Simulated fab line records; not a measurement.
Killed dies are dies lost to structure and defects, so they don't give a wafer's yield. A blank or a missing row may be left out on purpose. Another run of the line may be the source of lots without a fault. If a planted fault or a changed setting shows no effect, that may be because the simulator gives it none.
A struck lot beside a sound one :: flow sky130 :: 15 out of 708 route steps
Sound: these wafers, L800.2, L800.5, L800.6. Wafers L815.1, L815.4, L815.5 were the ones struck. At the end, the cause is stated.
Per side, at each step with rows, come the tool, then ch with its chambers, and then its first start. Under that, the readings that differ: sound wafers :: struck wafers :: difference of the means :: sigmas: that difference in standard deviations of wafers without a fault.
alike: words and numbers the same on both sides, and readings whose means are apart by under 2 such deviations; not compared: readings that were withheld, readings missing a value for some wafer, numbers with overlapping values and no deviation given by the record, and bounds like >300 which may hide the same value.
The two part at a step that has a row with sigmas, a row that says differs or no value, or rows on one side only. Numbers that don't overlap but have no deviation are shown without sigmas and don't part them. Lack of a reading on every wafer of one side parts them only where that side has two or more wafers.

SKY_RES_PROTECT_STRIP_07: strips in O2/N2.
  sound on plasma-asher-02 ch 0,1, day 17 07:49; struck on plasma-asher-01 ch 0,1, day 22 15:34
  alike: drypump-motor-current-A, oes-product-au, strip-time-to-endpoint-s
  not compared: rf-hours-counter-h
SKY_RES_PROTECT_TW_MEAS_08:
  struck on film-metro-02, day 22 15:40; sound on film-metro-03, day 17 07:55
  alike: POLY_GATE_TW
then, 2 steps without rows for these wafers: SKY_RES_PROTECT_CLEAN_09 (cleans in SC1/SC2, time 150 s); SKY_POLY_GATE_CVD_03 (deposits Si3N4 from DCS/NH3, target thk 75 nm, time 1290 s).
SKY_POLY_GATE_THK_MEAS_04:
  struck on film-metro-02, day 22 18:13; sound on film-metro-02, day 17 12:02
  alike: POLY_GATE_CVD_03_THK
then, 7 steps without rows for these wafers: SKY_POLY_GATE_DEHYDRATE_05 (time 60 s); SKY_POLY_GATE_HMDS_06 (prime time 60 s); SKY_POLY_GATE_COAT_07 (resist thk 110 nm); SKY_POLY_GATE_COAT_08 (resist thk 450 nm); SKY_POLY_GATE_SOFTBAKE_09 (time 90 s); SKY_POLY_GATE_EXPOSE_10 (exposes mask P1M, target cd 150 nm); SKY_POLY_GATE_PEB_11.
SKY_POLY_GATE_DEVELOP_12: develop time 60 s.
  sound on litho-track-04 ch 0, day 18 17:00; struck on litho-track-02 ch 0, day 24 00:00
reading: developer-temp-C (C)
sound: 20.84 21.04 20.94
struck: 18.98 18.95 18.97
difference: -1.97
sigmas: -18
SKY_POLY_GATE_CD_MEAS_13 targets a cd of 150 nm.
  struck on cd-sem-02, day 24 00:46; sound on cd-sem-02, day 18 17:23
reading: cd-nm (nm)
sound: 149.7 149.1 148.8
struck: 151.8 153.2 152.8
difference: +3.4
sigmas: +3
-- the record jumps here: 27 days lie between the struck wafers' starts before and after (it left off in module POLY_GATE and takes up again in module PAD_OPEN, whose first step shown is number 708 of the route) --
SKY_PAD_OPEN_PROBE_99:
  struck on prober-02, day 50 17:14; sound on prober-02, day 47 15:40
  alike: killed_at_M0_to_M3, killed_at_M4_up, killed-at-contacts, killed-at-front-end, killed-at-other, killed-dies, killed-on-rim, killed-open, killed-short

WHERE THEY PART
Earliest at SKY_POLY_GATE_DEVELOP_12; latest, in this record, at SKY_POLY_GATE_CD_MEAS_13. Later steps at which nothing parts them and some readings are alike: SKY_PAD_OPEN_PROBE_99.

WHY: what the simulator had put in
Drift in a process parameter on litho-track-02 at SKY_POLY_GATE_DEVELOP_12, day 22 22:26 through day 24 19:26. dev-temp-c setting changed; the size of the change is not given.
